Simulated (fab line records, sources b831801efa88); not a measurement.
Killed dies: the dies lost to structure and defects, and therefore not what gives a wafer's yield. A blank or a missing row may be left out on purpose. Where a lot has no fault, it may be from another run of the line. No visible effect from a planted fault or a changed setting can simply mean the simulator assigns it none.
Comparing a struck lot with a sound one    flow sky130    32 out of 708 route steps
Sound: these wafers, L635.1, L635.4, L635.6. Struck: wafers L650.3, L650.4, L650.5. The cause is named last.
Each step with rows lists, per side, the tool, then ch with its chambers, then its first start. Under that, the readings that differ: sound wafers    struck wafers    difference of the means    sigmas: that difference in standard deviations of wafers without a fault.
alike: readings with means less than 2 such deviations apart, plus words and numbers identical on both sides. not compared: withheld readings, readings lacking a value on some wafer, bounds such as >300 that could conceal the same value, and numbers that have no deviation in the record and whose values overlap.
Wherever a step has rows on one side only, a row that says differs or no value, or a row with sigmas, the two part there. Numbers that have no deviation but don't overlap get no sigmas and don't part them. A reading that every wafer of one side lacks parts them only if that side has two wafers or more.

SKY_FIELD_ISO_BOW_MEAS_00:
  sound on film_metro-03 at day 2 06:00; struck on film_metro-03 at day 5 09:02
  alike: INCOMING_BOW
SKY_FIELD_ISO_OXIDATION_01: stabilise 600 s, purge 300 s, target thk 12 nm.
  sound on furnace-02 ch 0, day 2 07:56; struck on furnace-01 ch 0, day 5 14:07
SKY_FIELD_ISO_THK_MEAS_02:
  sound on film_metro-01 at day 2 09:27; struck on film_metro-01 at day 5 15:39
reading                          sound              struck             difference  sigmas
FIELD_ISO_OXIDATION_00_THK (nm)  11.83 11.92 11.83  19.18 18.99 19.01  +7.20       +38
then, 1 step without rows for these wafers: SKY_FIELD_ISO_CVD_03 (deposits Si3N4 from DCS/NH3, target thk 165 nm, time 2830 s).
SKY_FIELD_ISO_THK_MEAS_04:
  sound on film_metro-03 at day 2 17:43; struck on film_metro-03 at day 5 18:32
  alike: FIELD_ISO_CVD_03_THK
then, 8 steps without rows for these wafers: SKY_FIELD_ISO_DEHYDRATE_05 (time 60 s); SKY_FIELD_ISO_HMDS_06 (prime time 60 s); SKY_FIELD_ISO_COAT_07 (resist thk 60 nm); SKY_FIELD_ISO_COAT_08 (resist thk 450 nm); SKY_FIELD_ISO_SOFTBAKE_09 (time 90 s); SKY_FIELD_ISO_EXPOSE_10 (exposes mask FOM, target cd 150 nm); SKY_FIELD_ISO_PEB_11; SKY_FIELD_ISO_DEVELOP_12 (develop time 60 s).
SKY_FIELD_ISO_CD_MEAS_13 targets a cd of 150 nm.
  sound on cd_sem-01 at day 3 09:24; struck on cd_sem-01 at day 6 09:11
  alike: cd_nm
SKY_FIELD_ISO_ETCH_14: etches BARC in N2/H2, stops on SiO2, time 45.9 s, target depth 60 nm.
  sound on rie_diel-03 ch 0,1,3, day 3 09:31; struck on rie_diel-03 ch 1,2,3, day 6 09:16
  alike: drypump_motor_current_A, oes_product_au, throttle_valve_pct
  not compared: rf_hours_counter_h
SKY_FIELD_ISO_ETCH_15: etches the open film in CHF3/O2, stops on Si, target depth 180 nm, time 72 s.
  sound on rie_diel-03 ch 0,1,3, day 3 09:34; struck on rie_diel-03 ch 1,2,3, day 6 09:19
  alike: drypump_motor_current_A, oes_product_au, throttle_valve_pct
  not compared: rf_hours_counter_h
SKY_FIELD_ISO_STRIP_16: strips in O2/N2.
  sound on plasma_asher-03 ch 0,1, day 3 09:37; struck on plasma_asher-02 ch 0,1, day 6 09:25
  alike: drypump_motor_current_A, oes_product_au, strip_time_to_endpoint_s
  not compared: rf_hours_counter_h
SKY_FIELD_ISO_ETCH_17: etches Si in HBr/Cl2/O2, target depth 342 nm, time 97.7 s.
  sound on rie_si-02 ch 1,2,3, day 3 09:43; struck on rie_si-02 ch 1,3, day 6 09:28
  alike: drypump_motor_current_A, he_backside_leak_sccm, oes_product_au, throttle_valve_pct
  not compared: rf_hours_counter_h
then, 5 steps without rows for these wafers: SKY_FIELD_ISO_WET_ETCH_18 (etches Si3N4 in H3PO4, target depth 25 nm, time 286 s); SKY_FIELD_ISO_CLEAN_19 (cleans in SC1/SC2, time 150 s); SKY_FIELD_ISO_CLEAN_20 (cleans in dHF, time 20 s); SKY_FIELD_ISO_WET_ETCH_21 (etches SiO2 in dHF, target depth 20 nm, time 400 s); SKY_FIELD_ISO_OXIDATION_22 (stabilise 600 s, purge 300 s, target thk 10 nm).
SKY_FIELD_ISO_THK_MEAS_23:
  sound on film_metro-01 at day 3 13:29; struck on film_metro-01 at day 6 11:01
  alike: FIELD_ISO_OXIDATION_01_THK
then, 1 step without rows for these wafers: SKY_FIELD_ISO_CVD_24 (deposits SiO2, target thk 595 nm, time 99.2 s).
SKY_FIELD_ISO_THK_MEAS_25:
  sound on film_metro-03 at day 3 13:37; struck on film_metro-04 at day 6 11:08
  alike: FIELD_ISO_CVD_24_THK
then, 1 step without rows for these wafers: SKY_FIELD_ISO_ANNEAL_26 (time 1800 s).
SKY_FIELD_ISO_CMP_27: polishes, stops on Si3N4, t overpolish 16 s, target thk 457.8 nm.
  sound on cmp-02 ch 0,1,2, day 3 20:21; struck on cmp-02 ch 0,2,3, day 6 13:19
  alike: head_pressure_psi, motor_current_A, overpolish_run_s, retaining_ring_pressure_frac, time_to_endpoint_s
then, 1 step without rows for these wafers: SKY_FIELD_ISO_WET_ETCH_28 (etches SiO2 in dHF, target depth 23.7 nm, time 47 s).
SKY_FIELD_ISO_WET_ETCH_29: etches Si3N4 in H3PO4, target depth 160 nm, time 1825 s.
  sound on wet_bench-04 ch 2, day 3 20:37; struck on wet_bench-03 ch 0, day 6 13:38
reading                                           sound              struck            difference  sigmas
model.SiO2_of_FIELD_ISO_OXIDATION_01.thk_nm (nm)  11.53 11.56 11.47  18.9 18.65 18.75  +7.2        
then, 1 step without rows for these wafers: SKY_FIELD_ISO_WET_ETCH_30 (etches SiO2 in dHF, target depth 25 nm, time 50 s).
-- a jump in the record: the struck wafers' starts before and after are 44 days apart (it breaks off in module FIELD_ISO and resumes in module PAD_OPEN, where the first step shown is number 708 of the route) --
SKY_PAD_OPEN_PROBE_99:
  sound on prober-01 at day 47 13:36; struck on prober-01 at day 50 10:22
reading                                           sound                 struck                difference  sigmas
model.etest.field_n.vt_v (V)                      36.31 36.16 36.34     35.16 35.75 35.64     -0.75       
model.etest.sram_nfet_pass.off_log10_a_um         -12.59 -12.66 -12.68  -13.13 -13.26 -13.26  -0.57       
model.etest.diode_ndiff_fingers.leak_log10_a_cm2  -6.47 -6.81 -6.79     -6.923 -6.843 -6.892  -0.196      
model.etest.diode_pdiff_fingers.leak_log10_a_cm2  -6.511 -6.612 -6.406  -6.885 -6.641 -6.932  -0.310      
model.etest.sram_nfet_pass.vt_v (V)               0.6606 0.668 0.6655   0.6968 0.7384 0.7064  +0.0492     
model.etest.sram_nfet_pass.vt_sat_v (V)           0.5621 0.5693 0.5673  0.5995 0.6365 0.6012  +0.0462     
  alike: killed_at_M0_to_M3, killed_at_M4_up, killed_at_contacts, killed_at_front_end, killed_at_other, killed_dies, killed_open, killed_short
  not compared: model.etest.pfet_16v.r_on_ohm_um

## WHERE THEY PART
Only at SKY_FIELD_ISO_THK_MEAS_02, within this record. Later steps at which nothing parts them and some readings are alike: SKY_FIELD_ISO_THK_MEAS_04, SKY_FIELD_ISO_CD_MEAS_13, SKY_FIELD_ISO_ETCH_14, SKY_FIELD_ISO_ETCH_15, SKY_FIELD_ISO_STRIP_16, SKY_FIELD_ISO_ETCH_17, SKY_FIELD_ISO_THK_MEAS_23, SKY_FIELD_ISO_THK_MEAS_25, SKY_FIELD_ISO_CMP_27, SKY_PAD_OPEN_PROBE_99.

WHY: the cause the simulator had injected
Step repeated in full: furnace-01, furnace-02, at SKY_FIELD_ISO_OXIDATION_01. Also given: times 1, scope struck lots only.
